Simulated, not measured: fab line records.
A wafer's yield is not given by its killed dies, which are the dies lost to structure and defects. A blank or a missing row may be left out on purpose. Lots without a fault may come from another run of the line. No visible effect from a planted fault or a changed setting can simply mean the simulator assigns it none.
fab line records + flow sky130
record
- lots=13
- wafers=39
- last_day=50
route steps=708 shown NWELL@34 VT_ADJUST_LVTN@104 VT_ADJUST_HVTR@141 PAD_OPEN@708
lots that met no fault: from a run of the same line without faults
start_h: start of the lot's first displayed wafer, in hours after the record's first day + wait_h: time in hours since the lot's previous step + " as in the row above + L1.1+2: several wafers, shown together as one row + - no value, or no start was given + * or withheld: withheld + < > ~ a bound
route shown NAME@n: NAME is a module with steps in the file, n the number in the route of the first one + usual: mean and standard deviation over wafers with no fault + same: alike in all rows + chamber/n: place in a boat + sites: the reading at each site + _std_site: how widely they spread, as a standard deviation + _edge_site: the outer-site mean with the inner-site mean subtracted + radius_mm: how far each site lies from the wafer's centre + mask NAME#n: copy n + behind: the last tool/chamber to shape the wafer + hold: reason for holding the lot/hours on hold/outcome of the hold + device: the n, p or np transistor that did not switch + end of line: tests of these same wafers at the route's end + a step without rows: its recipe alone + killed: count of dies lost to structure and defects at first sort (not the wafer's yield) + map: a wafer's dies, x killed, . not, _ none there
set.NAME: the run value of the setting; set.NAME@STEP: its run value at that earlier step + model.NAME: the simulator's own value behind a step, which no gauge read
steps of the route over a sample of lots; a table a step, a row a wafer
services: a tool's chamber out of use, with start hour (start_h, from the record's first day; less than 0 if before it), hours out, and reason
## steps
# step SKY_NWELL_THK_MEAS_02
# recipe
- reads=SiO2_of_NWELL_OXIDATION_01
# usual
- NWELL_OXIDATION_THK=10.04/0.18
| lot.wafer | tool          | chamber | start_h | wait_h | NWELL_OXIDATION_THK[nm] |
|-----------|---------------|---------|---------|--------|-------------------------|
| L739.4    | film_metro-03 | -       | 47.26   | 0.0    | 10.12                   |
| L739.5    | "             | -       | "       | "      | 10.12                   |
| L739.6    | "             | -       | "       | "      | 10.18                   |
| L740.3    | film_metro-04 | -       | 53.79   | 0.0    | 10.19                   |
| L740.4    | "             | -       | "       | "      | 9.97                    |
| L740.5    | "             | -       | "       | "      | 10.12                   |
| L741.3    | film_metro-04 | -       | 58.51   | 0.0    | 10.19                   |
| L741.5    | "             | -       | "       | "      | 10.40                   |
| L741.6    | "             | -       | "       | "      | 10.20                   |
| L742.1    | film_metro-04 | -       | 63.90   | 0.0    | 10.33                   |
| L742.4    | "             | -       | "       | "      | 10.12                   |
| L742.6    | "             | -       | "       | "      | 10.17                   |
| L743.1    | film_metro-04 | -       | 70.69   | 0.0    | 9.82                    |
| L743.3    | "             | -       | "       | "      | 9.73                    |
| L743.5    | "             | -       | "       | "      | 9.92                    |
| L744.1    | film_metro-02 | -       | 77.51   | 0.0    | 9.91                    |
| L744.2    | "             | -       | "       | "      | 9.79                    |
| L744.3    | "             | -       | "       | "      | 9.72                    |
| L745.1    | film_metro-04 | -       | 80.42   | 0.0    | 9.79                    |
| L745.2    | "             | -       | "       | "      | 9.89                    |
| L745.3    | "             | -       | "       | "      | 9.97                    |
| L751.3    | film_metro-02 | -       | 108.25  | 0.0    | 10.08                   |
| L751.5    | "             | -       | "       | "      | 10.11                   |
| L751.6    | "             | -       | "       | "      | 9.96                    |
| L753.2    | film_metro-02 | -       | 123.08  | 0.0    | 9.89                    |
| L753.5    | "             | -       | "       | "      | 10.22                   |
| L753.6    | "             | -       | "       | "      | 10.11                   |
| L757.3    | film_metro-02 | -       | 140.76  | 0.0    | 9.74                    |
| L757.5    | "             | -       | "       | "      | 9.83                    |
| L757.6    | "             | -       | "       | "      | 9.88                    |
| L758.1    | film_metro-04 | -       | 147.76  | 0.0    | 9.89                    |
| L758.2    | "             | -       | "       | "      | 9.93                    |
| L758.6    | "             | -       | "       | "      | 9.65                    |
| L759.1    | film_metro-03 | -       | 157.78  | 0.0    | 9.84                    |
| L759.3    | "             | -       | "       | "      | 9.87                    |
| L759.5    | "             | -       | "       | "      | 9.95                    |
| L760.2    | film_metro-02 | -       | 163.40  | 0.0    | 9.88                    |
| L760.3    | "             | -       | "       | "      | 9.83                    |
| L760.5    | "             | -       | "       | "      | 9.93                    |
# step SKY_VT_ADJUST_LVTN_OVL_MEAS_07
# usual
- VT_ADJUST_LVTN_OVL=0.7/1.3
| lot.wafer | tool       | chamber | start_h | wait_h | VT_ADJUST_LVTN_OVL[nm] |
|-----------|------------|---------|---------|--------|------------------------|
| L739.4    | overlay-01 | -       | 152.29  | -      | 1.3                    |
| L739.5    | "          | -       | "       | "      | 1.3                    |
| L739.6    | "          | -       | "       | "      | 0.7                    |
| L740.3    | overlay-02 | -       | 160.17  | -      | 0.7                    |
| L740.4    | "          | -       | "       | "      | 0.4                    |
| L740.5    | "          | -       | "       | "      | 1.9                    |
| L741.3    | overlay-01 | -       | 163.97  | -      | 0.0                    |
| L741.5    | "          | -       | "       | "      | -1.9                   |
| L741.6    | "          | -       | "       | "      | 0.3                    |
| L742.1    | overlay-01 | -       | 174.78  | -      | -1.0                   |
| L742.4    | "          | -       | "       | "      | 0.6                    |
| L742.6    | "          | -       | "       | "      | -0.7                   |
| L743.1    | overlay-01 | -       | 183.31  | -      | -0.1                   |
| L743.3    | "          | -       | "       | "      | 0.9                    |
| L743.5    | "          | -       | "       | "      | 0.5                    |
| L744.1    | overlay-01 | -       | 190.94  | -      | -1.0                   |
| L744.2    | "          | -       | "       | "      | 0.1                    |
| L744.3    | "          | -       | "       | "      | 0.6                    |
| L745.1    | overlay-02 | -       | 196.19  | -      | 1.5                    |
| L745.2    | "          | -       | "       | "      | 0.8                    |
| L745.3    | "          | -       | "       | "      | 1.3                    |
| L751.3    | overlay-01 | -       | 230.70  | -      | -1.2                   |
| L751.5    | "          | -       | "       | "      | -2.6                   |
| L751.6    | "          | -       | "       | "      | -0.9                   |
| L753.2    | overlay-01 | -       | 251.28  | -      | 2.8                    |
| L753.5    | "          | -       | "       | "      | 1.2                    |
| L753.6    | "          | -       | "       | "      | 1.6                    |
| L757.3    | overlay-01 | -       | 270.45  | -      | -0.3                   |
| L757.5    | "          | -       | "       | "      | -2.1                   |
| L757.6    | "          | -       | "       | "      | -0.1                   |
| L758.1    | overlay-01 | -       | 281.01  | -      | -0.9                   |
| L758.2    | "          | -       | "       | "      | -0.9                   |
| L758.6    | "          | -       | "       | "      | -1.7                   |
| L759.1    | overlay-01 | -       | 293.28  | -      | 3.1                    |
| L759.3    | "          | -       | "       | "      | 4.0                    |
| L759.5    | "          | -       | "       | "      | 2.9                    |
| L760.2    | overlay-01 | -       | 301.37  | -      | 0.0                    |
| L760.3    | "          | -       | "       | "      | 1.1                    |
| L760.5    | "          | -       | "       | "      | 0.8                    |
# step SKY_VT_ADJUST_LVTN_SOFTBAKE_14
# recipe
- temp_c=90
- time_s=60
- resist=NOVOLAK
# usual
- chill_plate_temp_C=22.98/0.1
- run_length_s=89.23/0.13
| lot.wafer | tool           | chamber | start_h | wait_h | chill_plate_temp_C | run_length_s |
|-----------|----------------|---------|---------|--------|--------------------|--------------|
| L739.4    | litho_track-01 | 0       | 161.87  | 0.1    | 23.13              | 89.17        |
| L739.5    | "              | 0       | "       | "      | 23.07              | 89.23        |
| L739.6    | "              | 0       | "       | "      | 23.08              | 89.17        |
| L740.3    | litho_track-04 | 0       | 170.51  | 0.1    | 22.94              | 89.18        |
| L740.4    | "              | 0       | "       | "      | 23.03              | 89.21        |
| L740.5    | "              | 0       | "       | "      | 23.05              | 89.43        |
| L741.3    | litho_track-04 | 0       | 174.71  | 0.1    | 22.92              | 89.17        |
| L741.5    | "              | 0       | "       | "      | 22.88              | 89.12        |
| L741.6    | "              | 0       | "       | "      | 22.94              | 89.12        |
| L742.1    | litho_track-03 | 0       | 185.28  | 0.1    | 23.00              | 89.17        |
| L742.4    | "              | 0       | "       | "      | 22.78              | 89.10        |
| L742.6    | "              | 0       | "       | "      | 23.01              | 89.03        |
| L743.1    | litho_track-01 | 0       | 193.79  | 0.1    | 22.88              | 89.25        |
| L743.3    | "              | 0       | "       | "      | 23.15              | 89.15        |
| L743.5    | "              | 0       | "       | "      | 23.07              | 89.62        |
| L744.1    | litho_track-01 | 0       | 202.29  | 0.1    | 22.92              | 89.30        |
| L744.2    | "              | 0       | "       | "      | 22.96              | 89.36        |
| L744.3    | "              | 0       | "       | "      | 23.10              | 89.24        |
| L745.1    | litho_track-04 | 0       | 206.96  | 0.1    | 22.95              | 89.37        |
| L745.2    | "              | 0       | "       | "      | 22.96              | 89.13        |
| L745.3    | "              | 0       | "       | "      | 23.00              | 89.21        |
| L751.3    | litho_track-03 | 0       | 242.53  | 0.1    | 23.00              | 96.75        |
| L751.5    | "              | 0       | "       | "      | 22.96              | 96.69        |
| L751.6    | "              | 0       | "       | "      | 23.02              | 96.65        |
| L753.2    | litho_track-03 | 0       | 263.10  | 0.1    | 23.09              | 96.71        |
| L753.5    | "              | 0       | "       | "      | 23.02              | 96.81        |
| L753.6    | "              | 0       | "       | "      | 23.18              | 96.71        |
| L757.3    | litho_track-01 | 0       | 282.54  | 0.1    | 23.04              | 89.24        |
| L757.5    | "              | 0       | "       | "      | 23.06              | 89.17        |
| L757.6    | "              | 0       | "       | "      | 22.85              | 89.38        |
| L758.1    | litho_track-04 | 0       | 293.91  | 0.1    | 22.98              | 89.13        |
| L758.2    | "              | 0       | "       | "      | 23.18              | 89.10        |
| L758.6    | "              | 0       | "       | "      | 22.95              | 89.25        |
| L759.1    | litho_track-01 | 0       | 306.39  | 0.1    | 23.18              | 89.19        |
| L759.3    | "              | 0       | "       | "      | 22.96              | 89.50        |
| L759.5    | "              | 0       | "       | "      | 23.03              | 89.17        |
| L760.2    | litho_track-01 | 0       | 314.37  | 0.1    | 22.71              | 89.43        |
| L760.3    | "              | 0       | "       | "      | 22.81              | 89.54        |
| L760.5    | "              | 0       | "       | "      | 22.82              | 89.20        |
# step SKY_VT_ADJUST_HVTR_STRIP_10
# recipe
- chemistry=O2/N2
- power_w=1400
- pressure_mtorr=1500
- platen_temp_c=withheld
- o2_flow_sccm=3000
- n2_flow_sccm=300
- overash_fraction=0.5
# usual
- drypump_motor_current_A=6.1/0.74
- oes_product_au=0.716/0.0048
- strip_time_to_endpoint_s=14.18/0.047
| lot.wafer | tool            | chamber | start_h | wait_h | drypump_motor_current_A | oes_product_au | rf_hours_counter_h | strip_time_to_endpoint_s |
|-----------|-----------------|---------|---------|--------|-------------------------|----------------|--------------------|--------------------------|
| L739.4    | plasma_asher-04 | 0       | 214.77  | 0.1    | 6.4                     | 0.714          | -                  | 14.14                    |
| L739.5    | "               | 1       | "       | "      | 4.8                     | 0.713          | -                  | 14.09                    |
| L739.6    | "               | 0       | "       | "      | 6.3                     | 0.718          | -                  | 14.13                    |
| L740.3    | plasma_asher-03 | 0       | 225.72  | 0.1    | 6.5                     | 0.721          | -                  | 14.18                    |
| L740.4    | "               | 1       | "       | "      | 6.7                     | 0.721          | -                  | 14.21                    |
| L740.5    | "               | 0       | "       | "      | 6.5                     | 0.717          | -                  | 14.22                    |
| L741.3    | plasma_asher-04 | 0       | 229.65  | 0.1    | 6.3                     | 0.711          | -                  | 14.20                    |
| L741.5    | "               | 0       | "       | "      | 6.4                     | 0.709          | -                  | 14.17                    |
| L741.6    | "               | 1       | "       | "      | 4.8                     | 0.721          | -                  | 14.19                    |
| L742.1    | plasma_asher-04 | 1       | 242.04  | 0.1    | 4.7                     | 0.715          | 13                 | 14.22                    |
| L742.4    | "               | 0       | "       | "      | 6.3                     | 0.709          | -                  | 14.25                    |
| L742.6    | "               | 0       | "       | "      | 6.3                     | 0.718          | -                  | 14.21                    |
| L743.1    | plasma_asher-01 | 0       | 251.23  | 0.1    | 5.9                     | 0.711          | 55                 | 14.16                    |
| L743.3    | "               | 0       | "       | "      | 5.9                     | 0.717          | -                  | 14.13                    |
| L743.5    | "               | 0       | "       | "      | 5.9                     | 0.716          | -                  | 14.16                    |
| L744.1    | plasma_asher-03 | 0       | 259.87  | 0.1    | 6.4                     | 0.707          | 57                 | 14.18                    |
| L744.2    | "               | 1       | "       | "      | 6.7                     | 0.709          | 57                 | 14.17                    |
| L744.3    | "               | 1       | "       | "      | 6.7                     | 0.711          | -                  | 14.25                    |
| L745.1    | plasma_asher-03 | 1       | 265.33  | 0.1    | 6.7                     | 0.717          | 57                 | 14.17                    |
| L745.2    | "               | 0       | "       | "      | 6.5                     | 0.719          | 57                 | 14.17                    |
| L745.3    | "               | 0       | "       | "      | 6.4                     | 0.712          | -                  | 14.14                    |
| L751.3    | plasma_asher-01 | 1       | 304.90  | 0.1    | 6.6                     | 0.714          | -                  | 14.20                    |
| L751.5    | "               | 1       | "       | "      | 6.7                     | 0.724          | -                  | 14.18                    |
| L751.6    | "               | 0       | "       | "      | 5.9                     | 0.714          | -                  | 14.24                    |
| L753.2    | plasma_asher-04 | 0       | 327.29  | 0.1    | 6.3                     | 0.711          | 21                 | 14.24                    |
| L753.5    | "               | 0       | "       | "      | 6.3                     | 0.718          | -                  | 14.23                    |
| L753.6    | "               | 1       | "       | "      | 4.8                     | 0.715          | -                  | 14.25                    |
| L757.3    | plasma_asher-04 | 0       | 349.41  | 0.1    | 6.4                     | 0.724          | -                  | 14.20                    |
| L757.5    | "               | 1       | "       | "      | 4.7                     | 0.713          | -                  | 14.20                    |
| L757.6    | "               | 0       | "       | "      | 6.3                     | 0.716          | -                  | 14.19                    |
| L758.1    | plasma_asher-03 | 1       | 360.78  | 0.1    | 6.6                     | 0.712          | 66                 | 14.16                    |
| L758.2    | "               | 0       | "       | "      | 6.4                     | 0.719          | 66                 | 14.14                    |
| L758.6    | "               | 1       | "       | "      | 6.7                     | 0.719          | -                  | 14.15                    |
| L759.1    | plasma_asher-04 | 1       | 374.47  | 0.1    | 4.7                     | 0.718          | 25                 | 14.23                    |
| L759.3    | "               | 0       | "       | "      | 6.4                     | 0.718          | -                  | 14.19                    |
| L759.5    | "               | 1       | "       | "      | 4.7                     | 0.720          | -                  | 14.22                    |
| L760.2    | plasma_asher-01 | 1       | 382.54  | 0.1    | 6.6                     | 0.719          | 68                 | 14.03                    |
| L760.3    | "               | 0       | "       | "      | 5.9                     | 0.703          | -                  | 14.10                    |
| L760.5    | "               | 0       | "       | "      | 5.9                     | 0.720          | -                  | 14.07                    |
# step SKY_PAD_OPEN_PROBE_99
# usual
- killed_at_M0_to_M3=42/7
- killed_at_M4_up=2.8/1.8
- killed_at_contacts=24/5.8
- killed_at_front_end=15/4.8
- killed_at_other=0.3/0.56
- killed_dies=84/11
- killed_open=46/7.8
- killed_short=38/6.3
# same
- gross_dies=492
- killed_at_back_side=0
| lot.wafer | tool      | chamber | start_h | wait_h | killed_at_M0_to_M3 | killed_at_M4_up | killed_at_contacts | killed_at_front_end | killed_at_other | killed_dies | killed_open | killed_short |
|-----------|-----------|---------|---------|--------|--------------------|-----------------|--------------------|---------------------|-----------------|-------------|-------------|--------------|
| L739.4    | prober-01 | -       | 1090.97 | 0.2    | 33                 | 7               | 17                 | 7                   | 0               | 64          | 31          | 33           |
| L739.5    | prober-01 | -       | 1091.02 | 0.2    | 43                 | 2               | 17                 | 17                  | 1               | 80          | 42          | 38           |
| L739.6    | prober-01 | -       | 1091.07 | 0.2    | 42                 | 6               | 24                 | 12                  | 0               | 84          | 42          | 42           |
| L742.1    | prober-02 | -       | 1110.56 | 0.1    | 51                 | 4               | 22                 | 17                  | 0               | 94          | 46          | 47           |
| L742.4    | prober-02 | -       | 1110.71 | 0.2    | 35                 | 0               | 22                 | 31                  | 0               | 88          | 46          | 39           |
| L742.6    | prober-02 | -       | 1110.81 | 0.2    | 59                 | 1               | 23                 | 16                  | 1               | 100         | 57          | 42           |
| L743.1    | prober-01 | -       | 1119.39 | 0.1    | 33                 | 1               | 20                 | 14                  | 0               | 68          | 36          | 32           |
| L743.3    | prober-01 | -       | 1119.49 | 0.2    | 41                 | 2               | 30                 | 7                   | 0               | 80          | 45          | 35           |
| L743.5    | prober-01 | -       | 1119.59 | 0.2    | 35                 | 2               | 31                 | 13                  | 0               | 81          | 45          | 36           |
| L745.1    | prober-01 | -       | 1127.05 | 0.1    | 44                 | 2               | 18                 | 14                  | 1               | 79          | 48          | 30           |
| L745.2    | prober-01 | -       | 1127.10 | 0.1    | 47                 | 1               | 22                 | 6                   | 1               | 77          | 43          | 33           |
| L745.3    | prober-01 | -       | 1127.15 | 0.2    | 54                 | 3               | 23                 | 18                  | 2               | 100         | 60          | 39           |
| L751.3    | prober-01 | -       | 1157.71 | 0.2    | 37                 | 2               | 30                 | 9                   | 2               | 80          | 49          | 31           |
| L751.5    | prober-01 | -       | 1157.81 | 0.2    | 46                 | 5               | 21                 | 12                  | 2               | 86          | 46          | 38           |
| L751.6    | prober-01 | -       | 1157.86 | 0.2    | 43                 | 1               | 30                 | 15                  | 1               | 90          | 52          | 37           |
| L753.2    | prober-01 | -       | 1170.64 | 0.1    | 47                 | 4               | 30                 | 14                  | 0               | 95          | 47          | 47           |
| L753.5    | prober-01 | -       | 1170.79 | 0.2    | 39                 | 2               | 24                 | 16                  | 0               | 81          | 41          | 40           |
| L753.6    | prober-01 | -       | 1170.84 | 0.2    | 40                 | 2               | 16                 | 10                  | 0               | 68          | 38          | 29           |
| L757.3    | prober-01 | -       | 1187.31 | 0.2    | 30                 | 2               | 20                 | 11                  | 0               | 63          | 36          | 27           |
| L757.5    | prober-01 | -       | 1187.41 | 0.2    | 34                 | 2               | 28                 | 13                  | 0               | 77          | 41          | 36           |
| L757.6    | prober-01 | -       | 1187.46 | 0.2    | 31                 | 2               | 26                 | 13                  | 0               | 72          | 42          | 30           |
| L758.1    | prober-02 | -       | 1192.16 | 0.1    | 41                 | 5               | 32                 | 14                  | 0               | 92          | 43          | 49           |
| L758.2    | prober-02 | -       | 1192.21 | 0.1    | 39                 | 4               | 31                 | 22                  | 0               | 96          | 61          | 34           |
| L758.6    | prober-02 | -       | 1192.41 | 0.2    | 41                 | 8               | 31                 | 19                  | 0               | 99          | 45          | 54           |
| L760.2    | prober-02 | -       | 1203.45 | 0.1    | 42                 | 3               | 25                 | 17                  | 0               | 87          | 54          | 33           |
| L760.3    | prober-02 | -       | 1203.50 | 0.2    | 42                 | 1               | 30                 | 11                  | 0               | 84          | 43          | 41           |
| L760.5    | prober-02 | -       | 1203.60 | 0.2    | 43                 | 8               | 24                 | 10                  | 0               | 85          | 46          | 39           |
# killed by level:class
L739.4 VIA3:geometric_particle:open=9 METAL2:geometric_particle:short=6 LI_CONTACT:geometric_particle:open=6 METAL4:geometric_particle:short=6 VIA1:geometric_particle:short=5 CONTACT:geometric_particle:short=4 METAL1:geometric_particle:short=4 LOCAL_INTERCONNECT:geometric_particle:short=3
L739.5 METAL2:geometric_particle:short=10 LI_CONTACT:geometric_particle:open=8 VIA3:geometric_particle:open=8 VIA1:geometric_particle:open=6 VIA2:geometric_particle:open=6 POLY_GATE:geometric_particle:open=5 FIELD_ISO:geometric_particle:short=4 METAL1:geometric_particle:short=4
L739.6 VIA3:geometric_particle:open=10 VIA1:geometric_particle:open=8 CONTACT:geometric_particle:open=7 LI_CONTACT:geometric_particle:open=6 LOCAL_INTERCONNECT:geometric_particle:short=6 METAL2:geometric_particle:short=6 VIA3:geometric_particle:short=5 METAL4:geometric_particle:short=5
L742.1 LI_CONTACT:geometric_particle:open=11 VIA2:geometric_particle:open=10 METAL2:geometric_particle:short=9 METAL1:geometric_particle:short=9 VIA3:geometric_particle:open=6 VIA1:geometric_particle:open=6 CONTACT:geometric_particle:open=4 LOCAL_INTERCONNECT:geometric_particle:short=4
L742.4 FIELD_ISO:geometric_particle:short=11 LI_CONTACT:geometric_particle:open=9 CONTACT:geometric_particle:open=9 FIELD_ISO:geometric_particle:open=8 VIA1:geometric_particle:open=5 POLY_GATE:geometric_particle:short=5 VIA2:geometric_particle:open=5 METAL1:geometric_particle:short=4
L742.6 VIA1:geometric_particle:open=14 VIA3:geometric_particle:open=12 VIA2:geometric_particle:open=8 CONTACT:geometric_particle:open=7 METAL1:geometric_particle:short=6 VIA3:geometric_particle:short=6 LI_CONTACT:geometric_particle:open=6 FIELD_ISO:geometric_particle:short=4
L743.1 VIA1:geometric_particle:open=9 POLY_GATE:geometric_particle:open=6 METAL2:geometric_particle:short=6 LI_CONTACT:geometric_particle:open=5 CONTACT:geometric_particle:open=5 FIELD_ISO:geometric_particle:short=4 CONTACT:geometric_particle:short=4 VIA3:geometric_particle:open=4
L743.3 VIA1:geometric_particle:open=18 CONTACT:geometric_particle:open=9 LI_CONTACT:geometric_particle:open=7 CONTACT:geometric_particle:short=7 LOCAL_INTERCONNECT:geometric_particle:short=5 METAL2:geometric_particle:short=5 METAL1:geometric_particle:short=4 VIA1:geometric_particle:short=4
L743.5 CONTACT:geometric_particle:open=10 LI_CONTACT:geometric_particle:open=10 METAL1:geometric_particle:short=9 VIA1:geometric_particle:open=9 LI_CONTACT:geometric_particle:short=6 POLY_GATE:geometric_particle:open=5 FIELD_ISO:geometric_particle:short=4 CONTACT:geometric_particle:short=4
L745.1 VIA1:geometric_particle:open=14 LI_CONTACT:geometric_particle:open=6 VIA2:geometric_particle:open=6 VIA3:geometric_particle:open=6 CONTACT:geometric_particle:open=5 METAL2:geometric_particle:short=5 FIELD_ISO:geometric_particle:open=4 VIA1:geometric_particle:short=4
L745.2 VIA1:geometric_particle:open=11 VIA3:geometric_particle:open=9 LI_CONTACT:geometric_particle:open=7 CONTACT:geometric_particle:open=6 METAL2:geometric_particle:short=6 LI_CONTACT:geometric_particle:short=5 VIA1:geometric_particle:short=5 VIA2:geometric_particle:open=5
L745.3 VIA1:geometric_particle:open=14 CONTACT:geometric_particle:open=11 VIA3:geometric_particle:open=9 METAL1:geometric_particle:short=7 VIA1:geometric_particle:short=7 LI_CONTACT:geometric_particle:open=6 FIELD_ISO:geometric_particle:open=5 VIA2:geometric_particle:open=5
L751.3 CONTACT:geometric_particle:open=12 VIA1:geometric_particle:open=9 LI_CONTACT:geometric_particle:open=8 VIA3:geometric_particle:open=7 CONTACT:geometric_particle:short=6 VIA1:geometric_particle:short=5 POLY_GATE:geometric_particle:short=3 METAL1:geometric_particle:short=3
L751.5 VIA1:geometric_particle:open=15 VIA2:geometric_particle:open=9 VIA3:geometric_particle:open=6 CONTACT:geometric_particle:short=5 CONTACT:geometric_particle:open=5 LOCAL_INTERCONNECT:geometric_particle:short=4 LI_CONTACT:geometric_particle:short=3 LI_CONTACT:geometric_particle:open=3
L751.6 VIA1:geometric_particle:open=13 LI_CONTACT:geometric_particle:open=10 LOCAL_INTERCONNECT:geometric_particle:short=7 FIELD_ISO:geometric_particle:open=6 CONTACT:geometric_particle:short=6 CONTACT:geometric_particle:open=6 METAL1:geometric_particle:short=6 VIA3:geometric_particle:open=6
L753.2 VIA1:geometric_particle:open=14 LOCAL_INTERCONNECT:geometric_particle:short=10 CONTACT:geometric_particle:open=9 VIA2:geometric_particle:short=6 LI_CONTACT:geometric_particle:open=6 VIA3:geometric_particle:open=6 METAL2:geometric_particle:short=5 FIELD_ISO:geometric_particle:short=3
L753.5 CONTACT:geometric_particle:open=8 VIA1:geometric_particle:open=8 LOCAL_INTERCONNECT:geometric_particle:short=6 VIA2:geometric_particle:open=6 POLY_GATE:geometric_particle:open=5 POLY_GATE:geometric_particle:short=5 METAL1:geometric_particle:short=5 VIA3:geometric_particle:open=5
L753.6 VIA1:geometric_particle:open=11 CONTACT:geometric_particle:short=7 LI_CONTACT:geometric_particle:open=5 VIA1:geometric_particle:short=5 VIA3:geometric_particle:open=5 VIA3:geometric_particle:short=4 METAL2:geometric_particle:short=4 SPACER:geometric_particle:open=3
L757.3 CONTACT:geometric_particle:open=10 VIA3:geometric_particle:open=5 LOCAL_INTERCONNECT:geometric_particle:short=5 VIA1:geometric_particle:open=5 METAL2:geometric_particle:short=4 VIA2:geometric_particle:short=4 FIELD_ISO:geometric_particle:short=3 FIELD_ISO:geometric_particle:open=3
L757.5 CONTACT:geometric_particle:open=9 LOCAL_INTERCONNECT:geometric_particle:short=7 METAL2:geometric_particle:short=7 VIA3:geometric_particle:open=6 POLY_GATE:geometric_particle:open=5 VIA1:geometric_particle:open=5 LI_CONTACT:geometric_particle:open=5 POLY_GATE:geometric_particle:short=3
L757.6 LI_CONTACT:geometric_particle:open=8 VIA1:geometric_particle:open=8 CONTACT:geometric_particle:open=8 CONTACT:geometric_particle:short=7 METAL1:geometric_particle:short=5 VIA3:geometric_particle:open=5 VIA2:geometric_particle:open=4 VIA3:geometric_particle:short=4
L758.1 LI_CONTACT:geometric_particle:open=7 CONTACT:geometric_particle:open=7 CONTACT:geometric_particle:short=7 VIA1:geometric_particle:open=7 LOCAL_INTERCONNECT:geometric_particle:short=6 VIA3:geometric_particle:open=6 FIELD_ISO:geometric_particle:open=5 LI_CONTACT:geometric_particle:short=5
L758.2 CONTACT:geometric_particle:open=15 VIA1:geometric_particle:open=10 VIA2:geometric_particle:open=10 LI_CONTACT:geometric_particle:open=7 POLY_GATE:geometric_particle:open=5 LOCAL_INTERCONNECT:geometric_particle:short=4 CONTACT:geometric_particle:short=4 VIA1:geometric_particle:short=4
L758.6 METAL2:geometric_particle:short=8 VIA3:geometric_particle:open=8 CONTACT:geometric_particle:short=7 LI_CONTACT:geometric_particle:open=7 CONTACT:geometric_particle:open=7 FIELD_ISO:geometric_particle:open=6 METAL3:geometric_particle:short=6 POLY_GATE:geometric_particle:open=5
L760.2 LI_CONTACT:geometric_particle:open=10 VIA1:geometric_particle:open=8 FIELD_ISO:geometric_particle:open=7 VIA1:geometric_particle:short=7 VIA2:geometric_particle:open=7 CONTACT:geometric_particle:short=5 CONTACT:geometric_particle:open=5 METAL2:geometric_particle:open=4
L760.3 LI_CONTACT:geometric_particle:open=10 VIA1:geometric_particle:open=8 CONTACT:geometric_particle:open=7 METAL1:geometric_particle:short=7 FIELD_ISO:geometric_particle:open=5 METAL2:geometric_particle:short=5 LOCAL_INTERCONNECT:geometric_particle:short=4 CONTACT:geometric_particle:short=4
L760.5 VIA1:geometric_particle:open=11 CONTACT:geometric_particle:open=8 METAL2:geometric_particle:short=8 VIA2:geometric_particle:open=8 LI_CONTACT:geometric_particle:open=6 VIA1:geometric_particle:short=5 CONTACT:geometric_particle:short=4 METAL4:geometric_particle:short=4
## services
| tool            | chamber | start_h | hours | kind   |
|-----------------|---------|---------|-------|--------|
| plasma_asher-03 | -       | 182.22  | 14.6  | pm     |
| plasma_asher-01 | -       | 197.26  | 28.1  | pm     |
| plasma_asher-04 | -       | 257.11  | 1.4   | repair |
| plasma_asher-04 | -       | 273.62  | 1.5   | repair |
| plasma_asher-03 | -       | 297.17  | 3.5   | repair |
| plasma_asher-01 | -       | 368.29  | 1.4   | repair |
## key
first_sign
- step=SKY_VT_ADJUST_LVTN_SOFTBAKE_14
- reading=run_length_s
- direction=up
- sigmas=57
- usual=*
- struck=*
effect none on later readings
met_at SKY_VT_ADJUST_LVTN_SOFTBAKE_14
struck_lots L751,L753
tester_left_out L751,L753
not_acting_at SKY_NWELL_THK_MEAS_02,SKY_VT_ADJUST_LVTN_OVL_MEAS_07,SKY_VT_ADJUST_HVTR_STRIP_10
onset_between 185.28 242.53
fault
- kind=process_parameter_drift
- tool=litho_track-03
- chamber=-
- onset_h=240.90
- steps=SKY_VT_ADJUST_LVTN_SOFTBAKE_14
- channel=time_s
- offset=*
- shape=step
- end_h=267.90
- acts_in=*
- stated=*
# tester_left_out: of these lots the tester's yield and bins aren't shown, on N5 and GAA mostly nor the transistor test; their killed dies are dies lost to structure and defects alone, not to doping, threshold or leakage, so they don't give the yield
